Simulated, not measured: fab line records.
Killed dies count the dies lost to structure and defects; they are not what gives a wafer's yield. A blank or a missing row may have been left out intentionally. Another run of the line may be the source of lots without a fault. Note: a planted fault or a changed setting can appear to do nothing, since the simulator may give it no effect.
A lot that was struck, set against a sound lot || flow sky130 || 16 steps out of a route of 708
Sound: these wafers, L140.2, L140.4, L140.6. Struck: wafer L147.2 (left out: L147.3, a lot-mate that was not struck); the cause follows at the end.
Per side, at each step with rows, come the tool, then ch with its chambers, and then its first start. Under that, the readings that differ: sound wafers || struck wafers || difference of the means || sigmas: that difference in standard deviations of wafers without a fault.
alike: readings whose means differ by less than 2 such deviations, and words and numbers that are the same on both sides. not compared: withheld readings, readings that some wafer has no value for, bounds like >300 that may hide the same value, and numbers for which the record gives no deviation and whose values overlap.
A row with sigmas, a row that says differs or no value, or rows on one side alone: a step with any of these is where the two part. Non-overlapping numbers with no deviation appear without sigmas and do not part them. A reading missing from all wafers of one side parts the sides only when that side holds two or more wafers.

SKY_POLY_GATE_THK_MEAS_04:
  sound on film_metro-02, day 20 03:45; struck on film_metro-02, day 22 05:15
  alike: POLY_GATE_CVD_03_THK
then, 8 steps without rows for these wafers: SKY_POLY_GATE_DEHYDRATE_05 (time 60 s); SKY_POLY_GATE_HMDS_06 (prime time 60 s); SKY_POLY_GATE_COAT_07 (resist thk 110 nm); SKY_POLY_GATE_COAT_08 (resist thk 450 nm); SKY_POLY_GATE_SOFTBAKE_09 (time 90 s); SKY_POLY_GATE_EXPOSE_10 (exposes mask P1M, target cd 150 nm); SKY_POLY_GATE_PEB_11; SKY_POLY_GATE_DEVELOP_12 (develop time 60 s).
SKY_POLY_GATE_CD_MEAS_13 targets a cd of 150 nm.
  sound on cd_sem-02, day 21 10:41; struck on cd_sem-02, day 23 10:49
  alike: cd_nm
SKY_POLY_GATE_OVL_MEAS_14:
  sound on overlay-01, day 21 10:47; struck on overlay-02, day 23 10:56
  alike: POLY_GATE_OVL
SKY_POLY_GATE_ETCH_15: etches BARC in N2/H2, stops on SiO2, time 118.5 s, target depth 110 nm.
  sound on rie_diel-01 ch 0,1, day 21 10:49; struck on rie_diel-01 ch 0, day 23 10:58
  alike: drypump_motor_current_A, oes_product_au, throttle_valve_pct
  not compared: rf_hours_counter_h
SKY_POLY_GATE_ETCH_16: etches Si3N4 in CH3F/O2, stops on poly-Si, time 147.5 s, target depth 75 nm.
  sound on rie_diel-01 ch 0,1, day 21 10:54; struck on rie_diel-01 ch 0, day 23 11:02
{"reading": "throttle_valve_pct (%)", "sound": "10.534 10.535 10.517", "struck": 10.549, "difference": "+0.020", "sigmas": "+2"}
{"reading": "model.KrF-thick_of_POLY_GATE_COAT_08.thk_nm (nm)", "sound": "236.3 235 236", "struck": 274, "difference": "+38", "sigmas": ""}
  alike: drypump_motor_current_A, oes_product_au
  not compared: rf_hours_counter_h
SKY_POLY_GATE_ETCH_17: etches poly-Si in HBr/Cl2, stops on SiO2, target depth 180 nm, time 70.5 s.
  sound on rie_si-01 ch 0,1,2, day 21 11:00; struck on rie_si-02 ch 3, day 23 11:08
{"reading": "model.KrF-thick_of_POLY_GATE_COAT_08.thk_nm (nm)", "sound": "141.2 141.1 141.1", "struck": 181.1, "difference": "+40.0", "sigmas": ""}
  alike: drypump_motor_current_A, oes_product_au, throttle_valve_pct
  not compared: rf_hours_counter_h
SKY_POLY_GATE_STRIP_18: strips in O2/N2.
  sound on plasma_asher-01 ch 0,1, day 21 11:04; struck on plasma_asher-03 ch 0, day 23 11:12
{"reading": "oes_product_au (a.u.)", "sound": "0.358 0.352 0.359", "struck": 0.378, "difference": "+0.022", "sigmas": "+5"}
{"reading": "strip_time_to_endpoint_s (s)", "sound": "3.17 3.17 3.17", "struck": 3.63, "difference": "+0.46", "sigmas": "+13"}
  alike: drypump_motor_current_A
  not compared: rf_hours_counter_h
then, 1 step without rows for these wafers: SKY_POLY_GATE_CLEAN_19 (cleans in SC1/SC2, time 150 s).

== WHERE THEY PART ==
First at SKY_POLY_GATE_ETCH_16; last, within this record, at SKY_POLY_GATE_STRIP_18.

WHY: what had been put in by the simulator
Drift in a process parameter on rie_diel-01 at SKY_POLY_GATE_ETCH_16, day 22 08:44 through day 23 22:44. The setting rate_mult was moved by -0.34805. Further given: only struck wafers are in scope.
